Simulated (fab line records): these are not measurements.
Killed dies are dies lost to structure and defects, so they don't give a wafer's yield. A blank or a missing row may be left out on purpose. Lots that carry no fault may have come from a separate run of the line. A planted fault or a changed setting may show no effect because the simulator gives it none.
Which tool is to blame? | flow sky130 | Sampling: 13 lots, 39 wafers, 4 of 708 route steps

## WHAT THE GAUGES READ, wafer by wafer
SKY_LDD_P_TW_MEAS_11.
lot  | measured     | on            | LDD_P_TW
L602 | day 19 17:54 | film metro-04 | 647 645 641
L606 | day 21 04:20 | film metro-03 | 626 631 628
L609 | day 21 17:00 | film metro-03 | 628 628 629
L608 | day 21 21:52 | film metro-03 | 627 628 631
L610 | day 22 05:52 | film metro-03 | 631 630 628
L611 | day 22 19:42 | film metro-01 | 622 623 622
L613 | day 23 10:11 | film metro-03 | 628 627 629
L614 | day 23 15:40 | film metro-04 | 649 650 650
L615 | day 24 04:14 | film metro-04 | 648 648 648
L616 | day 24 08:06 | film metro-01 | 631 627 631
L621 | day 26 01:56 | film metro-01 | 30 29 30
L623 | day 26 19:38 | film metro-01 | 29 29 30
L625 | day 27 07:47 | film metro-03 | 628 628 627

SKY_LDD_HVN_TW_MEAS_10.
lot  | measured     | on            | LDD_HVN_TW
L602 | day 21 00:16 | film metro-01 | 1420 1417 1417
L606 | day 22 11:19 | film metro-01 | 1406 1411 1398
L609 | day 22 23:38 | film metro-02 | 1422 1422 1421
L608 | day 23 04:31 | film metro-02 | 1410 1416 1420
L610 | day 23 11:43 | film metro-03 | 1423 1424 1421
L611 | day 24 01:44 | film metro-01 | 1419 1422 1428
L613 | day 24 15:55 | film metro-01 | 1423 1419 1425
L614 | day 24 21:49 | film metro-01 | 1428 1427 1417
L615 | day 25 09:42 | film metro-01 | 1406 1406 1406
L616 | day 25 13:44 | film metro-03 | 1424 1421 1426
L621 | day 27 07:02 | film metro-02 | 1419 1417 1425
L623 | day 28 00:10 | film metro-03 | 1429 1421 1421
L625 | day 28 12:50 | film metro-03 | 1420 1431 1419

## EACH LOT AND THE TOOL THAT RAN IT (in order: tool; ch and the chambers of the sampled wafers; start)
lot  | SKY_RES_PROTECT_STRIP_07             | SKY_LDD_P_DEVELOP_06
L602 | plasma asher-01 ch 0, day 15 20:55   | litho track-04 ch 0, day 19 17:20
L606 | plasma asher-01 ch 1, day 16 22:28   | litho track-03 ch 0, day 21 03:47
L609 | plasma asher-03 ch 0,1, day 17 14:50 | litho track-03 ch 0, day 21 16:25
L608 | plasma asher-02 ch 1, day 17 20:44   | litho track-02 ch 0, day 21 21:19
L610 | plasma asher-03 ch 0,1, day 18 03:17 | litho track-03 ch 0, day 22 05:19
L611 | plasma asher-01 ch 0,1, day 18 17:59 | litho track-04 ch 0, day 22 19:08
L613 | plasma asher-02 ch 0,1, day 19 09:29 | litho track-03 ch 0, day 23 09:38
L614 | plasma asher-01 ch 0,1, day 19 15:46 | litho track-04 ch 0, day 23 15:07
L615 | plasma asher-01 ch 0,1, day 20 02:20 | litho track-03 ch 0, day 24 03:43
L616 | plasma asher-01 ch 0,1, day 20 06:46 | litho track-04 ch 0, day 24 07:32
L621 | plasma asher-03 ch 0,1, day 22 04:07 | litho track-02 ch 0, day 26 01:25
L623 | plasma asher-03 ch 0,1, day 22 21:35 | litho track-02 ch 0, day 26 19:02
L625 | plasma asher-03 ch 0,1, day 23 11:01 | litho track-03 ch 0, day 27 07:16
- SKY_RES_PROTECT_STRIP_07: strips in O2/N2.
- SKY_LDD_P_DEVELOP_06: develop time 60 s.

## AS READ BY THE TOOLS THEMSELVES (means over the sampled wafers that have a number; for cases with no such wafer, the mark the record gives instead)
SKY_RES_PROTECT_STRIP_07.
lot  | tool            | drypump motor current A (A) | oes product au (a.u.) | strip time to endpoint s (s)
L602 | plasma asher-01 | 5.4                         | 0.524                 | 23.29
L606 | plasma asher-01 | 5.3                         | 0.516                 | 23.29
L609 | plasma asher-03 | 5.9                         | 0.518                 | 23.35
L608 | plasma asher-02 | 5.9                         | 0.517                 | 23.32
L610 | plasma asher-03 | 5.9                         | 0.520                 | 23.32
L611 | plasma asher-01 | 5.3                         | 0.517                 | 23.30
L613 | plasma asher-02 | 5.4                         | 0.517                 | 23.15
L614 | plasma asher-01 | 5.4                         | 0.517                 | 23.36
L615 | plasma asher-01 | 5.4                         | 0.515                 | 23.24
L616 | plasma asher-01 | 5.3                         | 0.515                 | 23.27
L621 | plasma asher-03 | 5.6                         | 0.514                 | 23.29
L623 | plasma asher-03 | 5.6                         | 0.516                 | 23.26
L625 | plasma asher-03 | 5.9                         | 0.516                 | 23.31

## THE ANSWER, worked out from the rows above alone
Rule: usual is defined by the lots themselves. The widest of any qualifying gaps counts: lots, ordered by their means at a reading, are off when they make up no more than a third of the lots, leave a main group of 4 or more, and stand apart from it by 3 or more times the standard deviation of that group's means. The tables above print the reading to a certain number of digits; a main group whose means all agree to those digits is not used. A lot without any number at a reading at which 4 lots or more have one is off too. Any other lot the step has rows for is counted as sound. First the gauges in route order, then the tools' own readings, where a lot's mean is used as printed above. The first step at which some lot is off is used, and at that step the reading that is off furthest; a lot without a number counts as furthest.
Off: at SKY_LDD_P_TW_MEAS_11 (LDD_P_TW), L621, L623. The main group: mean 633, standard deviation 9.
A tool fits if, at a process step before that reading, it ran every lot that is off, and no sound lot after the first of them. Those tools and the gauges at SKY_LDD_P_TW_MEAS_11 are tried in the same way. Undecided on this evidence; 2 tools fit (litho track-02 at SKY_LDD_P_DEVELOP_06, film metro-01 at SKY_LDD_P_TW_MEAS_11).

## WHAT THE SIMULATOR PUT IN
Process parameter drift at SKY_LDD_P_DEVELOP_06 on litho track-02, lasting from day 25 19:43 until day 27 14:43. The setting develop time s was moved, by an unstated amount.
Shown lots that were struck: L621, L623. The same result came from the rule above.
